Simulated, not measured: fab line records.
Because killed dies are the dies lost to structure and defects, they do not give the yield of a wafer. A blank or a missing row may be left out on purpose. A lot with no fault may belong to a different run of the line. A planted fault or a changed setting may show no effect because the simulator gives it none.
Shared-tool check | flow gf180mcu | Sample size 11 lots and 33 wafers

== REASON FOR OPENING ==
GF_V2_RS_MEAS_24, reading V2_W_RS: flagged on 2 of 11 lots. No-fault wafers: 0.327 ohm/sq, standard deviation 0.0049.
Rule: flag the lot when none of its wafers has a number, or when each of its wafers that has one lies beyond 4 standard deviations from that mean. As for the other lots, they are considered sound.

lot  | measured     | on            | V2_W_RS (ohm/sq), wafer by wafer | flag
L311 | day 20 09:49 | film_metro-04 | 0.327 0.325 0.328                |
L312 | day 20 19:30 | film_metro-04 | 0.330 0.331 0.330                |
L314 | day 21 14:35 | film_metro-04 | 0.335 0.326 0.330                |
L316 | day 22 13:52 | film_metro-01 | 0.327 0.326 0.324                |
L317 | day 22 16:45 | film_metro-04 | 0.331 0.325 0.318                |
L318 | day 23 01:40 | film_metro-04 | 0.328 0.324 0.323                |
L319 | day 23 08:52 | film_metro-02 | 0.329 0.319 0.330                |
L328 | day 26 14:22 | film_metro-02 | 0.244 0.247 0.245                | FLAGGED
L329 | day 27 03:28 | film_metro-02 | 0.323 0.329 0.324                |
L330 | day 27 03:49 | film_metro-01 | 0.248 0.250 0.251                | FLAGGED
L331 | day 27 08:41 | film_metro-01 | 0.329 0.333 0.323                |
Average over the flagged lots: 0.247 ohm/sq; offset from the usual -0.080 ohm/sq, equal to -16 standard deviations.

== LOT BY LOT: THE TOOL USED ==
3 process steps preceding the reading are held in the record, out of 602 steps in the route. In each cell: the tool, then ch and the chambers that the sampled wafers went through, then the start.
lot  | flag    | GF_V2_STRIP_18                       | GF_V2_SPUTTER_22             | GF_V2_CVD_23
L311 |         | plasma_asher-02 ch 0,1, day 20 09:04 | pvd_sputter-03, day 20 09:39 | cvd_w-01 ch 0,1, day 20 09:41
L312 |         | plasma_asher-01 ch 0,1, day 20 18:43 | pvd_sputter-03, day 20 19:20 | cvd_w-01 ch 0,1, day 20 19:22
L314 |         | plasma_asher-02 ch 0,1, day 21 13:46 | pvd_sputter-02, day 21 14:26 | cvd_w-01 ch 0,1, day 21 14:28
L316 |         | plasma_asher-01 ch 0,1, day 22 13:04 | pvd_sputter-02, day 22 13:41 | cvd_w-01 ch 1, day 22 13:44
L317 |         | plasma_asher-01 ch 0,1, day 22 16:00 | pvd_sputter-03, day 22 16:36 | cvd_w-02 ch 0,1, day 22 16:38
L318 |         | plasma_asher-01 ch 0,1, day 23 00:55 | pvd_sputter-01, day 23 01:31 | cvd_w-01 ch 0,1, day 23 01:33
L319 |         | plasma_asher-03 ch 0,1, day 23 07:46 | pvd_sputter-03, day 23 08:43 | cvd_w-02 ch 0,1, day 23 08:45
L328 | FLAGGED | plasma_asher-02 ch 0,1, day 26 13:37 | pvd_sputter-03, day 26 14:13 | cvd_w-01 ch 0,1, day 26 14:15
L329 |         | plasma_asher-03 ch 0,1, day 27 02:42 | pvd_sputter-01, day 27 03:19 | cvd_w-02 ch 0,1, day 27 03:21
L330 | FLAGGED | plasma_asher-01 ch 0,1, day 27 03:03 | pvd_sputter-03, day 27 03:37 | cvd_w-01 ch 0,1, day 27 03:41
L331 |         | plasma_asher-01 ch 0,1, day 27 07:55 | pvd_sputter-01, day 27 08:31 | cvd_w-02 ch 0,1, day 27 08:33
What is done by these steps:
- GF_V2_STRIP_18: strips in O2/N2.
- GF_V2_SPUTTER_22: material TiN, target thk 10 nm, time 40 s.
- GF_V2_CVD_23: deposits W, target thk 350 nm, time 104.94 s.
- GF_V2_RS_MEAS_24: measures by four-point-probe.

== FLAGGED AGAINST TOTAL, ONE TOOL AT A TIME (gauges that did the reading follow at the end) ==
step             | tool            | lots run | flagged | share of the flagged lots | sound lots run after its first flagged lot
GF_V2_STRIP_18   | plasma_asher-01 | 6        | 1       | some                      | 1 (L331)
GF_V2_STRIP_18   | plasma_asher-02 | 3        | 1       | some                      | 0
GF_V2_STRIP_18   | plasma_asher-03 | 2        | 0       | none                      | -
GF_V2_SPUTTER_22 | pvd_sputter-01  | 3        | 0       | none                      | -
GF_V2_SPUTTER_22 | pvd_sputter-02  | 2        | 0       | none                      | -
GF_V2_SPUTTER_22 | pvd_sputter-03  | 6        | 2       | all                       | 0
GF_V2_CVD_23     | cvd_w-01        | 7        | 2       | all                       | 0
GF_V2_CVD_23     | cvd_w-02        | 4        | 0       | none                      | -
GF_V2_RS_MEAS_24 | film_metro-01   | 3        | 1       | some                      | 1 (L331)
GF_V2_RS_MEAS_24 | film_metro-02   | 3        | 1       | some                      | 1 (L329)
GF_V2_RS_MEAS_24 | film_metro-04   | 5        | 0       | none                      | -

== WHAT THE TABLE ALLOWS ==
pvd_sputter-03 at GF_V2_SPUTTER_22 and cvd_w-01 at GF_V2_CVD_23 are the 2 rows of the table that ran each flagged lot.
- pvd_sputter-03 at GF_V2_SPUTTER_22 ran 6 lots, 2 of them flagged. Its last sound lot is L319 (day 23 08:43), its first flagged lot L328 (day 26 14:13): a fault that began between those two fits.
- cvd_w-01 at GF_V2_CVD_23 ran 7 lots, 2 of them flagged. Its last sound lot is L318 (day 23 01:33), its first flagged lot L328 (day 26 14:15): a fault that began between those two fits. Its own readings (susceptor_temp_C) fall more than 4 standard deviations out on all wafers of the flagged lots.
A lot count leaves these 2 tools indistinguishable: every one of them fits a fault beginning at some hour. More lots, or a look at what each step does to the wafer, might.

== WHAT THE SIMULATOR HAD INSERTED ==
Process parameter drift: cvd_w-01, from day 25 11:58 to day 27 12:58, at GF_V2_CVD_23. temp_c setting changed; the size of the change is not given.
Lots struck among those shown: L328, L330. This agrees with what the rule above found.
